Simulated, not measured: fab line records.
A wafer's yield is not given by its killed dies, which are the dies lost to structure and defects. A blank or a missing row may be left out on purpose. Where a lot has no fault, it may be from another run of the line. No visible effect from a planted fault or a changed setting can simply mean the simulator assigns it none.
fab line records	flow sky130
record lots=6	wafers=18	last-day=50
route steps=708 shown SONOS_TUNNEL@156 SONOS_ONO@168 PAD_OPEN@708
lots untouched by any fault: they come from a run of this same line in which no faults occurred
start-h: the number of hours between the record's first day and the start of the first shown wafer of the lot	wait-h: hours elapsed since this lot's preceding step	" the same as in the row above	L1.1+2: a row that stands for several wafers	- value missing, or start not given	* or withheld: withheld	< > ~ a bound
route shown NAME@n: NAME is a module with steps in the file, n the number in the route of the first one	usual: mean and standard deviation over wafers with no fault	same: alike in all rows	chamber/n: place in a boat	sites: per-site readings	_std_site: their standard deviation	_edge_site: inner sites' mean taken away from outer sites' mean	radius-mm: how far each site lies from the wafer's centre	mask NAME#n: copy n	behind: the tool/chamber that last shaped the wafer	hold: the reason the lot was held/the length of the hold in hours/how it ended	device: transistor that didn't switch, given as n, p or np	end of line: the same wafers' tests at the end of the route	step lacking rows: just its recipe	killed: at the first sort, the dies lost to defects and structure; wafer yield is something else	map: per-die view of a wafer (x killed, . not killed, _ where there is no die)
set.NAME: the setting the step ran with; set.NAME@STEP: the setting that earlier step ran with	model.NAME: the simulator's own value behind a step, which no gauge read
lots at selected steps of the route; one table per step, one row per wafer
services: when a tool's chamber went out of use (start-h, in hours from the record's first day, below 0 if earlier), for how many hours, and the reason
## steps
# step SKY_SONOS_TUNNEL_COAT_02
# recipe resist=NOVOLAK	spin-rpm=3000	resist-thk-nm=1140
# step SKY_SONOS_TUNNEL_SOFTBAKE_03
# recipe temp-c=90	time-s=60	resist=NOVOLAK
# step SKY_SONOS_TUNNEL_EXPOSE_04
# recipe mask-id=TUNM	na=0.6	source-shape=conventional	sigma-outer=0.6	polarization=unpolarized	target-cd-nm=410	dose-mj=136
# step SKY_SONOS_TUNNEL_PEB_05
# recipe temp-c=withheld	time-s=*	resist=NOVOLAK
# step SKY_SONOS_TUNNEL_DEVELOP_06
# recipe resist=NOVOLAK	developer=TMAH	develop-time-s=60	dev-temp-c=23
# step SKY_SONOS_TUNNEL_CD_MEAS_07
# recipe target-cd-nm=410
# usual cd-nm=409.9/2.1
lot.wafer	tool	chamber	start-h	wait-h	cd-nm
L678.4	cd-sem-02	-	270.75	0.1	406.6
L678.5	"	-	"	"	407.5
L678.6	"	-	"	"	406.3
L680.1	cd-sem-02	-	279.48	0.1	409.8
L680.3	"	-	"	"	412.0
L680.6	"	-	"	"	409.3
L682.2	cd-sem-01	-	299.80	0.1	405.6
L682.5	"	-	"	"	405.3
L682.6	"	-	"	"	406.6
L687.1	cd-sem-01	-	340.34	0.1	412.8
L687.3	"	-	"	"	408.9
L687.4	"	-	"	"	410.1
L697.2	cd-sem-02	-	422.45	0.1	411.6
L697.4	"	-	"	"	412.6
L697.6	"	-	"	"	411.6
L698.2	cd-sem-01	-	435.90	0.1	411.1
L698.3	"	-	"	"	409.7
L698.5	"	-	"	"	408.9
# step SKY_SONOS_TUNNEL_OVL_MEAS_08
# usual SONOS_TUNNEL_OVL=-1.0/1.2
lot.wafer	tool	chamber	start-h	wait-h	SONOS_TUNNEL_OVL[nm]
L678.4	overlay-01	-	270.83	0.1	0.0
L678.5	"	-	"	"	-2.1
L678.6	"	-	"	"	-1.5
L680.1	overlay-02	-	279.60	0.1	-2.8
L680.3	"	-	"	"	-2.8
L680.6	"	-	"	"	-2.7
L682.2	overlay-01	-	299.91	0.1	0.3
L682.5	"	-	"	"	-0.6
L682.6	"	-	"	"	-0.7
L687.1	overlay-01	-	340.46	0.1	-0.8
L687.3	"	-	"	"	-0.6
L687.4	"	-	"	"	-2.4
L697.2	overlay-02	-	422.56	0.1	-1.1
L697.4	"	-	"	"	-2.3
L697.6	"	-	"	"	-1.9
L698.2	overlay-01	-	436.00	0.1	-1.7
L698.3	"	-	"	"	-1.5
L698.5	"	-	"	"	-1.3
# step SKY_SONOS_TUNNEL_IMPLANT_09
# recipe species=B	energy-kev=20	dose-cm2=1e+12	tilt-deg=withheld
# step SKY_SONOS_TUNNEL_WET_ETCH_10
# recipe chemistry=dHF	target-depth-nm=14	target=SiO2	dilution=100:1	temp-c=25	time-s=280
# step SKY_SONOS_TUNNEL_STRIP_11
# recipe chemistry=SPM	time-s=600	temp-c=130
# step SKY_SONOS_TUNNEL_TW_MEAS_12
# usual SONOS_TUNNEL_TW=196.7/2.2
lot.wafer	tool	chamber	start-h	wait-h	SONOS_TUNNEL_TW
L678.4	film-metro-04	-	271.29	0.0	200.5
L678.5	"	-	"	"	199.4
L678.6	"	-	"	"	198.8
L680.1	film-metro-01	-	280.05	0.0	196.0
L680.3	"	-	"	"	194.4
L680.6	"	-	"	"	196.0
L682.2	film-metro-01	-	300.37	0.0	195.4
L682.5	"	-	"	"	195.1
L682.6	"	-	"	"	195.4
L687.1	film-metro-04	-	340.91	0.0	198.9
L687.3	"	-	"	"	200.0
L687.4	"	-	"	"	199.4
L697.2	film-metro-03	-	423.01	0.0	197.7
L697.4	"	-	"	"	199.6
L697.6	"	-	"	"	198.0
L698.2	film-metro-01	-	436.47	0.0	193.5
L698.3	"	-	"	"	194.8
L698.5	"	-	"	"	194.5
# step SKY_SONOS_TUNNEL_CLEAN_13
# recipe chemistry=dHF	time-s=20	dilution=100:1	dry=ipa-marangoni
# step SKY_SONOS_ONO_OXIDATION_00
# recipe temp-c=800	ambient=O2	idle-temp-c=700	ramp-up-c-per-min=10	ramp-down-c-per-min=3	stabilise-s=600	purge-s=300	target-thk-a=26	ox-time-s=1249
# usual spike-tc-centre-C=800.3/0.86	zone-power-lower-pct=15.1/1.2	zone-power-top-pct=28.0/0.65
lot.wafer	tool	chamber	start-h	wait-h	spike-tc-centre-C	zone-power-lower-pct	zone-power-top-pct	model.SiO2_of_SONOS_ONO_OXIDATION_00.thk-nm
L678.4	furnace-01	0	271.63	0.3	801.6	13.9	27.7	2.631
L678.5	"	0	"	"	800.0	13.7	27.6	2.646
L678.6	"	0	"	"	801.2	14.1	27.1	2.649
L680.1	furnace-01	0	280.20	0.1	799.2	14.3	27.4	2.515
L680.3	"	0	"	"	802.5	14.0	27.3	2.49
L680.6	"	0	"	"	800.3	13.9	26.9	2.484
L682.2	furnace-01	0	302.53	2.1	800.2	14.1	26.9	2.68
L682.5	"	0	"	"	800.3	14.2	27.4	2.638
L682.6	"	0	"	"	802.2	13.8	28.1	2.656
L687.1	furnace-01	0	343.09	2.1	799.8	14.1	27.0	2.608
L687.3	"	0	"	"	800.1	13.8	27.3	2.584
L687.4	"	0	"	"	800.7	14.4	26.9	2.582
L697.2	furnace-01	0	423.14	0.0	800.7	13.9	27.3	2.942
L697.4	"	0	"	"	799.7	13.9	27.0	2.923
L697.6	"	0	"	"	801.0	14.3	27.5	2.895
L698.2	furnace-01	0	436.54	0.0	800.2	14.0	27.3	2.833
L698.3	"	0	"	"	800.5	13.6	27.2	2.875
L698.5	"	0	"	"	801.3	14.2	27.8	2.885
# step SKY_SONOS_ONO_THK_MEAS_01
# recipe reads=SiO2_of_SONOS_ONO_OXIDATION_00
# usual SONOS_ONO_OXIDATION_THK=2.59/0.056
lot.wafer	tool	chamber	start-h	wait-h	SONOS_ONO_OXIDATION_THK[nm]
L678.4	film-metro-02	-	273.01	0.0	2.62
L678.5	"	-	"	"	2.62
L678.6	"	-	"	"	2.62
L680.1	film-metro-03	-	281.55	0.0	2.54
L680.3	"	-	"	"	2.46
L680.6	"	-	"	"	2.52
L682.2	film-metro-04	-	303.89	0.0	2.72
L682.5	"	-	"	"	2.66
L682.6	"	-	"	"	2.62
L687.1	film-metro-04	-	344.44	0.0	2.61
L687.3	"	-	"	"	2.60
L687.4	"	-	"	"	2.60
L697.2	film-metro-04	-	424.50	0.0	2.91
L697.4	"	-	"	"	2.98
L697.6	"	-	"	"	2.90
L698.2	film-metro-02	-	437.89	0.0	2.81
L698.3	"	-	"	"	2.89
L698.5	"	-	"	"	2.88
# step SKY_SONOS_ONO_CVD_02
# recipe material=Si3N4	precursor=DCS/NH3	target-thk-nm=10.5	temp-c=770	time-s=180	pressure-mtorr=250
# step SKY_PAD_OPEN_PROBE_99
# usual killed_at_M0_to_M3=44/7.2	killed_at_M4_up=3.0/1.9	killed-at-contacts=25/4.8	killed-at-front-end=16/4.2	killed-at-other=0.2/0.44	killed-dies=88/9.3	killed-open=48/7.1	killed-short=40/6.5
# same gross-dies=492	killed-at-back-side=0
lot.wafer	tool	chamber	start-h	wait-h	killed_at_M0_to_M3	killed_at_M4_up	killed-at-contacts	killed-at-front-end	killed-at-other	killed-dies	killed-open	killed-short	model.etest.sonos-erased.drive-ua-um	model.etest.cap-ono.gate-log10-a-cm2	model.etest.cap-ono.tox-acc-nm	model.etest.sonos-erased.vt-v	model.etest.sonos-programmed.vt-v	model.etest.sonos-baked.vt-less-v
L678.4	prober-01	-	1086.81	0.2	35	1	21	10	1	68	40	28	188	-7.861	12.81	-2.309	1.508	-0.5206
L678.5	prober-01	-	1086.86	0.2	21	3	29	19	0	72	38	34	210.9	-7.854	12.81	-2.335	1.482	-0.5077
L678.6	prober-01	-	1086.91	0.2	49	3	34	19	0	105	55	50	186.8	-7.942	12.81	-2.286	1.492	-0.5103
L680.1	prober-02	-	1098.41	0.1	40	5	20	16	0	81	39	42	216.2	-7.917	12.85	-2.321	1.453	-0.508
L680.3	prober-02	-	1098.51	0.2	45	6	27	11	0	89	47	42	162.2	-7.91	12.84	-2.276	1.49	-0.4921
L680.6	prober-02	-	1098.66	0.2	56	1	15	19	0	91	53	38	189.8	-8.018	12.94	-2.29	1.442	-0.5331
L682.2	prober-01	-	1114.45	0.1	45	3	27	14	0	89	47	42	175.1	-8.488	13.24	-2.11	1.274	-0.4178
L682.5	prober-01	-	1114.60	0.2	49	3	25	16	1	94	60	34	151.8	-8.238	13.13	-2.146	1.331	-0.4336
L682.6	prober-01	-	1114.65	0.2	44	0	31	19	0	94	57	37	151.7	-8.218	13.13	-2.138	1.351	-0.4759
L687.1	prober-02	-	1143.40	0.1	41	3	31	17	0	92	44	48	177	-8.076	12.99	-2.234	1.42	-0.4858
L687.3	prober-02	-	1143.50	0.2	44	4	27	21	0	96	54	42	186.3	-7.848	12.86	-2.288	1.478	-0.5115
L687.4	prober-02	-	1143.55	0.2	43	0	27	16	1	87	58	29	191.6	-7.932	12.9	-2.279	1.471	-0.4849
L697.2	prober-01	-	1187.38	0.1	37	5	24	11	0	77	42	35	173.7	-8.502	13.35	-1.92	1.274	-0.3641
L697.4	prober-01	-	1187.48	0.2	46	9	16	13	0	84	44	40	159.4	-8.541	13.33	-1.939	1.238	-0.3656
L697.6	prober-01	-	1187.58	0.2	43	1	23	20	0	87	47	40	136.7	-8.681	13.49	-1.846	1.19	-0.3784
L698.2	prober-01	-	1196.55	0.1	60	1	22	21	1	105	57	48	189.4	-8.282	13.09	-2.123	1.383	-0.4469
L698.3	prober-01	-	1196.60	0.2	41	4	21	19	0	85	51	34	164	-8.206	13.15	-2.053	1.364	-0.4039
L698.5	prober-01	-	1196.70	0.2	41	5	18	13	0	77	48	29	170.6	-8.343	13.17	-2.037	1.353	-0.3821
# killed by level:class
L678.4 CONTACT:geometric-particle:open=9 VIA1:geometric-particle:open=7 METAL2:geometric-particle:short=7 CONTACT:geometric-particle:short=6 VIA2:geometric-particle:open=6 VIA3:geometric-particle:open=4 POLY_GATE:geometric-particle:open=3 METAL1:geometric-particle:short=3
L678.5 CONTACT:geometric-particle:open=10 LI_CONTACT:geometric-particle:open=8 LOCAL_INTERCONNECT:geometric-particle:short=6 FIELD_ISO:geometric-particle:short=5 POLY_GATE:geometric-particle:short=5 POLY_CUT:geometric-particle:open=4 METAL2:geometric-particle:short=4 FIELD_ISO:geometric-particle:open=3
L678.6 CONTACT:geometric-particle:open=11 VIA1:geometric-particle:open=10 CONTACT:geometric-particle:short=9 METAL2:geometric-particle:short=8 LI_CONTACT:geometric-particle:open=6 VIA3:geometric-particle:open=6 VIA2:geometric-particle:short=5 VIA2:geometric-particle:open=5
L680.1 VIA1:geometric-particle:open=11 LOCAL_INTERCONNECT:geometric-particle:short=6 METAL2:geometric-particle:short=5 POLY_GATE:geometric-particle:short=5 METAL1:geometric-particle:short=5 VIA2:geometric-particle:open=5 VIA3:geometric-particle:open=5 FIELD_ISO:geometric-particle:short=4
L680.3 VIA1:geometric-particle:open=13 CONTACT:geometric-particle:open=9 VIA2:geometric-particle:open=8 FIELD_ISO:geometric-particle:short=6 LI_CONTACT:geometric-particle:open=5 LOCAL_INTERCONNECT:geometric-particle:short=5 METAL2:geometric-particle:short=5 METAL4:geometric-particle:short=5
L680.6 VIA1:geometric-particle:open=20 VIA2:geometric-particle:open=8 VIA3:geometric-particle:open=7 METAL2:geometric-particle:short=6 POLY_GATE:geometric-particle:short=5 CONTACT:geometric-particle:open=5 FIELD_ISO:geometric-particle:short=4 LI_CONTACT:geometric-particle:open=4
L682.2 VIA2:geometric-particle:open=10 CONTACT:geometric-particle:open=10 VIA1:geometric-particle:open=8 LI_CONTACT:geometric-particle:open=7 METAL2:geometric-particle:short=7 CONTACT:geometric-particle:short=6 VIA1:geometric-particle:short=5 VIA3:geometric-particle:open=5
L682.5 VIA1:geometric-particle:open=14 VIA3:geometric-particle:open=12 VIA2:geometric-particle:open=8 CONTACT:geometric-particle:open=7 LI_CONTACT:geometric-particle:open=7 FIELD_ISO:geometric-particle:open=4 LI_CONTACT:geometric-particle:short=4 CONTACT:geometric-particle:short=4
L682.6 VIA3:geometric-particle:open=11 CONTACT:geometric-particle:open=9 VIA2:geometric-particle:open=9 LI_CONTACT:geometric-particle:open=8 VIA1:geometric-particle:open=7 FIELD_ISO:geometric-particle:short=6 LI_CONTACT:geometric-particle:short=5 LOCAL_INTERCONNECT:geometric-particle:short=4
L687.1 VIA1:geometric-particle:open=11 CONTACT:geometric-particle:open=11 CONTACT:geometric-particle:short=7 METAL1:geometric-particle:short=6 FIELD_ISO:geometric-particle:open=5 LOCAL_INTERCONNECT:geometric-particle:short=5 METAL2:geometric-particle:short=5 FIELD_ISO:geometric-particle:short=4
L687.3 CONTACT:geometric-particle:open=12 VIA3:geometric-particle:open=7 FIELD_ISO:geometric-particle:open=6 CONTACT:geometric-particle:short=6 METAL2:geometric-particle:short=6 VIA1:geometric-particle:open=6 POLY_GATE:geometric-particle:open=5 VIA1:geometric-particle:short=5
L687.4 CONTACT:geometric-particle:open=11 VIA3:geometric-particle:open=9 VIA1:geometric-particle:open=8 FIELD_ISO:geometric-particle:open=7 POLY_GATE:geometric-particle:open=5 LI_CONTACT:geometric-particle:open=5 CONTACT:geometric-particle:short=5 VIA2:geometric-particle:open=5
L697.2 CONTACT:geometric-particle:open=11 VIA1:geometric-particle:open=8 VIA2:geometric-particle:open=6 METAL2:geometric-particle:short=6 METAL3:geometric-particle:short=6 LI_CONTACT:geometric-particle:open=4 LOCAL_INTERCONNECT:geometric-particle:short=4 METAL1:geometric-particle:short=4
L697.4 VIA1:geometric-particle:open=12 VIA1:geometric-particle:short=9 VIA2:geometric-particle:open=7 METAL4:geometric-particle:short=7 FIELD_ISO:geometric-particle:open=5 CONTACT:geometric-particle:short=5 METAL1:geometric-particle:short=4 CONTACT:geometric-particle:open=4
L697.6 METAL2:geometric-particle:short=10 FIELD_ISO:geometric-particle:open=9 LI_CONTACT:geometric-particle:open=8 CONTACT:geometric-particle:open=8 VIA3:geometric-particle:open=7 FIELD_ISO:geometric-particle:short=6 METAL1:geometric-particle:short=6 VIA2:geometric-particle:open=4
L698.2 VIA2:geometric-particle:open=13 CONTACT:geometric-particle:open=8 VIA1:geometric-particle:open=8 VIA2:geometric-particle:short=8 VIA3:geometric-particle:open=8 LI_CONTACT:geometric-particle:open=7 FIELD_ISO:geometric-particle:short=6 FIELD_ISO:geometric-particle:open=5
L698.3 LI_CONTACT:geometric-particle:open=8 CONTACT:geometric-particle:open=8 VIA3:geometric-particle:open=8 POLY_GATE:geometric-particle:open=6 METAL1:geometric-particle:short=6 VIA2:geometric-particle:open=6 FIELD_ISO:geometric-particle:short=5 METAL1:geometric-particle:open=5
L698.5 VIA1:geometric-particle:open=8 FIELD_ISO:geometric-particle:open=7 CONTACT:geometric-particle:open=7 VIA2:geometric-particle:open=5 LI_CONTACT:geometric-particle:open=5 CONTACT:geometric-particle:short=5 METAL1:geometric-particle:short=5 VIA1:geometric-particle:short=4
## services
tool	chamber	start-h	hours	kind
furnace-01	-	253.32	4.2	pm
furnace-01	-	283.35	1.2	repair
## key
first-sign step=SKY_SONOS_ONO_THK_MEAS_01	reading=SONOS_ONO_OXIDATION_THK	direction=up	sigmas=5.4	usual=2.59	struck=2.90
effect none on later readings
model-effect step=SKY_SONOS_ONO_OXIDATION_00	value=SiO2_of_SONOS_ONO_OXIDATION_00.thk-nm	without=2.601	struck=2.892
model-effect step=SKY_PAD_OPEN_PROBE_99	value=etest.sonos-erased.drive-ua-um	without=192.3	struck=165.6
met-at SKY_SONOS_ONO_OXIDATION_00
struck-wafers L697.2,L697.4,L697.6,L698.2,L698.3,L698.5
tester-left-out L697,L698
onset-between 343.09 423.14
also-fits time
fault kind=process-parameter-drift	tool=furnace-01	chamber=-	onset-h=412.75	steps=SKY_SONOS_ONO_OXIDATION_00	channel=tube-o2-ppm	offset=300	shape=step	end-h=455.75
# tester-left-out: of these lots the tester's yield and bins aren't shown, on N5 and GAA mostly nor the transistor test; their killed dies are dies lost to structure and defects alone, not to doping, threshold or leakage, so they don't give the yield
